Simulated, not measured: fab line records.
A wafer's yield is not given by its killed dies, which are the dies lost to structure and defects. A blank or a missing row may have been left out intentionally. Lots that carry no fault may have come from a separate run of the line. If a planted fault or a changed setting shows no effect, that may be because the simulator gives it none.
Chamber matching :: flow gf180mcu :: 3 sister chambers for GF_V2_CVD_02 on pecvd-01
The step deposits SiO2 from TEOS, target thk 850 nm, time 94.851 s. 3 wafers are shown with their chamber, then 7 later ones without.

## WAFERS, EACH WITH ITS CHAMBER
wafer: L401.1
chamber: 2
heater-power-w (W): 501

wafer: L418.1
chamber: 1
heater-power-w (W): 531

wafer: L418.3
chamber: 0
heater-power-w (W): 652

## WAFERS WITH NO CHAMBER GIVEN
wafer: L418.4
heater-power-w (W): 410

wafer: L421.1
heater-power-w (W): 421

wafer: L421.2
heater-power-w (W): 732

wafer: L421.5
heater-power-w (W): 593

wafer: L422.3
heater-power-w (W): 590

wafer: L422.5
heater-power-w (W): 672

wafer: L422.6
heater-power-w (W): 500

## THE CHAMBER EACH PASSED THROUGH
wafer: L418.4
from the rows above: can't be placed: 2 or 1
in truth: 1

wafer: L421.1
from the rows above: can't be placed: 2 or 1
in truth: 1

wafer: L421.2
from the rows above: can't be placed: 0 or 1
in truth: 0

wafer: L421.5
from the rows above: can't be placed: 0 or 1 or 2
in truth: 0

wafer: L422.3
from the rows above: can't be placed: 1 or 0 or 2
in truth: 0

wafer: L422.5
from the rows above: can't be placed: 0 or 1
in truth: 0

wafer: L422.6
from the rows above: can't be placed: 2 or 1
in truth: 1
Correct placement for 0 of the 7. Can't be placed from these rows: 7 (the true chamber is among the candidates in 7). Number placed wrongly: 0.
How it was worked out, from the rows above alone: a wafer's distance from a chamber is the root of the sum, over the readings, of the square of ((its reading less the chamber's mean) divided by the reading's scatter). The wafer belongs to the nearest chamber; if the next one is less than 2 further off, it can't be placed. Each chamber's mean is taken over the wafers shown for it. The scatter: root of mean squared gap, hidden wafer to nearest shown wafer, with one shown wafer a chamber.
